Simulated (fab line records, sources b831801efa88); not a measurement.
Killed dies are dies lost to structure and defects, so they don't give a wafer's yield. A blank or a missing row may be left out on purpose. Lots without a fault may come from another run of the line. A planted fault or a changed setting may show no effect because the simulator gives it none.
Which tool did it? | flow gf180mcu | 13 lots, 39 wafers sampled, at 5 steps of a route of 602

WHAT THE GAUGES READ, wafer by wafer
GF_STI_THK_MEAS_02.
lot  | measured    | on            | STI_OXIDATION_THK (nm)
L197 | day 1 11:31 | film_metro-04 | 9.74 9.95 9.99
L198 | day 1 16:32 | film_metro-02 | 10.14 10.09 10.21
L199 | day 1 23:33 | film_metro-02 | 9.64 9.82 9.85
L200 | day 2 07:43 | film_metro-02 | 9.80 10.05 10.09
L201 | day 2 07:43 | film_metro-04 | 9.90 9.83 9.98
L202 | day 2 16:00 | film_metro-02 | 9.93 9.75 9.91
L209 | day 4 00:10 | film_metro-04 | 9.78 9.79 9.65
L210 | day 4 05:07 | film_metro-02 | 9.96 9.82 9.84
L211 | day 4 10:10 | film_metro-04 | 10.10 10.11 9.90
L215 | day 5 10:32 | film_metro-04 | 9.96 9.93 9.93
L216 | day 5 10:32 | film_metro-02 | 9.59 9.86 9.90
L218 | day 5 21:26 | film_metro-02 | 10.08 9.83 9.89
L219 | day 6 05:41 | film_metro-04 | 9.94 10.04 10.05

GF_LVPWELL_TW_MEAS_11.
lot  | measured    | on            | LVPWELL_TW
L197 | day 4 10:50 | film_metro-03 | 572 569 570
L198 | day 4 08:36 | film_metro-02 | 543 546 545
L199 | day 4 17:09 | film_metro-01 | 555 556 556
L200 | day 4 22:07 | film_metro-02 | 545 545 547
L201 | day 4 20:44 | film_metro-02 | 545 544 542
L202 | day 5 04:35 | film_metro-03 | 569 569 568
L209 | day 6 14:08 | film_metro-01 | 547 552 555
L210 | day 7 01:35 | film_metro-03 | 567 572 572
L211 | day 7 07:17 | film_metro-03 | 571 570 570
L215 | day 8 17:11 | film_metro-02 | 548 548 544
L216 | day 8 18:14 | film_metro-02 | 550 549 547
L218 | day 9 04:00 | film_metro-03 | 568 566 570
L219 | day 9 17:52 | film_metro-03 | 573 566 567

GF_VT_IMPLANT_RS_MEAS_48: measures by four-point-probe.
lot  | measured     | on            | LVPWELL_RS (ohm/sq)
L197 | day 8 01:26  | film_metro-02 | 1196.4 1197.7 1197.3
L198 | day 7 23:39  | film_metro-02 | 1196.7 1197.0 1197.2
L199 | day 8 08:07  | film_metro-01 | 1193.7 1196.5 1195.7
L200 | day 8 12:13  | film_metro-01 | 1195.4 1192.6 1197.4
L201 | day 8 11:14  | film_metro-03 | 1193.5 1193.7 1196.5
L202 | day 8 22:02  | film_metro-01 | 1196.6 1198.8 1197.3
L209 | day 10 15:34 | film_metro-01 | 1227.1 1191.8 1194.2
L210 | day 11 08:20 | film_metro-01 | 1224.1 1195.4 1196.1
L211 | day 11 14:13 | film_metro-01 | 1195.1 1193.2 1198.0
L215 | day 13 08:46 | film_metro-03 | 1196.8 1194.4 1196.8
L216 | day 13 09:23 | film_metro-01 | 1193.4 1192.5 1192.7
L218 | day 13 21:14 | film_metro-03 | 1199.3 1198.6 1200.2
L219 | day 14 13:28 | film_metro-01 | 1196.6 1199.0 1197.2

WHICH TOOL RAN EACH LOT (tool, then ch and the chambers of the sampled wafers, then the start)
lot  | GF_STI_ETCH_14                  | GF_LVPWELL_IMPLANT_09
L197 | rie_si-01 ch 0,1,3, day 2 02:33 | implanter-03 ch 0, day 4 10:35
L198 | rie_si-01 ch 1,2,3, day 2 07:38 | implanter-03 ch 0, day 4 08:24
L199 | rie_si-01 ch 0,1,3, day 2 13:08 | implanter-01 ch 0, day 4 16:54
L200 | rie_si-02 ch 0,1,2, day 2 22:02 | implanter-01 ch 0, day 4 21:52
L201 | rie_si-01 ch 0,1,2, day 2 21:41 | implanter-03 ch 0, day 4 20:29
L202 | rie_si-02 ch 0,1,3, day 3 06:43 | implanter-03 ch 0, day 5 04:21
L209 | rie_si-02 ch 1,2,3, day 4 16:05 | implanter-02 ch 0, day 6 13:54
L210 | rie_si-02 ch 0,1,3, day 4 20:24 | implanter-02 ch 0, day 7 01:20
L211 | rie_si-02 ch 0,2,3, day 5 02:20 | implanter-01 ch 0, day 7 07:02
L215 | rie_si-02 ch 0,1,3, day 6 02:46 | implanter-01 ch 0, day 8 16:56
L216 | rie_si-01 ch 1,2,3, day 6 02:42 | implanter-03 ch 0, day 8 17:59
L218 | rie_si-01 ch 0,1, day 6 13:25   | implanter-01 ch 0, day 9 03:46
L219 | rie_si-01 ch 2,3, day 6 21:59   | implanter-03 ch 0, day 9 17:37
- GF_STI_ETCH_14: etches Si in HBr/Cl2/O2, target depth 360 nm, time 102.9 s.
- GF_LVPWELL_IMPLANT_09

WHAT THE TOOLS THEMSELVES READ (means of the sampled wafers that have a number; where no wafer has one, the mark that the record gives instead)
GF_STI_ETCH_14.
lot  | tool      | bias_w (W) | drypump_motor_current_A (A) | oes_product_au (a.u.) | rf_fwd_power_W (W) | throttle_valve_pct (%)
L197 | rie_si-01 | 150.3      | 5.3                         | 1.013                 | 595.8              | 25.643
L198 | rie_si-01 | 150.0      | 5.6                         | 0.995                 | 595.6              | 25.656
L199 | rie_si-01 | 149.9      | 5.4                         | 1.009                 | 596.8              | 25.654
L200 | rie_si-02 | 150.0      | 5.3                         | 1.012                 | 597.6              | 25.651
L201 | rie_si-01 | 149.8      | 5.9                         | 1.009                 | 598.0              | 25.653
L202 | rie_si-02 | 149.6      | 5.6                         | 1.001                 | 596.3              | 25.654
L209 | rie_si-02 | 149.8      | 5.4                         | 1.003                 | 595.2              | 25.662
L210 | rie_si-02 | 150.3      | 5.6                         | 1.005                 | 595.9              | 25.657
L211 | rie_si-02 | 149.8      | 5.4                         | 0.991                 | 596.4              | 25.657
L215 | rie_si-02 | 150.0      | 5.6                         | 1.008                 | 594.6              | 25.646
L216 | rie_si-01 | 149.9      | 5.6                         | 1.010                 | 595.1              | 25.653
L218 | rie_si-01 | 150.1      | 5.3                         | 1.012                 | 596.6              | 25.655
L219 | rie_si-01 | 150.2      | 5.7                         | 0.995                 | 594.8              | 25.653

GF_LVPWELL_IMPLANT_09.
lot  | tool         | beam_on_s (s) | end_station_pressure_torr (Torr)
L197 | implanter-03 | 10.03         | 4.89e-06
L198 | implanter-03 | 10.21         | 5.13e-06
L199 | implanter-01 | 10.09         | 5.06e-06
L200 | implanter-01 | 9.83          | 5.05e-06
L201 | implanter-03 | 9.99          | 5.15e-06
L202 | implanter-03 | 9.81          | 5.09e-06
L209 | implanter-02 | 10.00         | 4.76e-06
L210 | implanter-02 | 9.96          | 4.68e-06
L211 | implanter-01 | 10.07         | 5.04e-06
L215 | implanter-01 | 9.85          | 5.09e-06
L216 | implanter-03 | 10.04         | 4.93e-06
L218 | implanter-01 | 10.15         | 4.48e-06
L219 | implanter-03 | 10.13         | 4.90e-06

THE ANSWER, worked out from the rows above alone
Rule: what is usual is taken from the lots themselves. Put in order of their means at a reading, lots are off if they are a third of the lots or fewer, leave a main group of 4 or more, and stand apart from it by a gap of 3 or more times the standard deviation of the main group's means; of several such gaps the widest counts. A main group whose means are all the same, to the digits that the tables above print for the reading, isn't used. A lot without any number at a reading at which 4 lots or more have one is off too. The other lots that the step has rows for count as sound. The gauges are gone through in route order, then the tools' own readings, and for those a lot's mean is taken as printed above. The first step at which some lot is off is used, and at that step the reading that is off furthest; a lot without a number counts as furthest.
No lot is off at any reading shown: from this, nothing can be told.

WHAT THE SIMULATOR HAD PUT IN
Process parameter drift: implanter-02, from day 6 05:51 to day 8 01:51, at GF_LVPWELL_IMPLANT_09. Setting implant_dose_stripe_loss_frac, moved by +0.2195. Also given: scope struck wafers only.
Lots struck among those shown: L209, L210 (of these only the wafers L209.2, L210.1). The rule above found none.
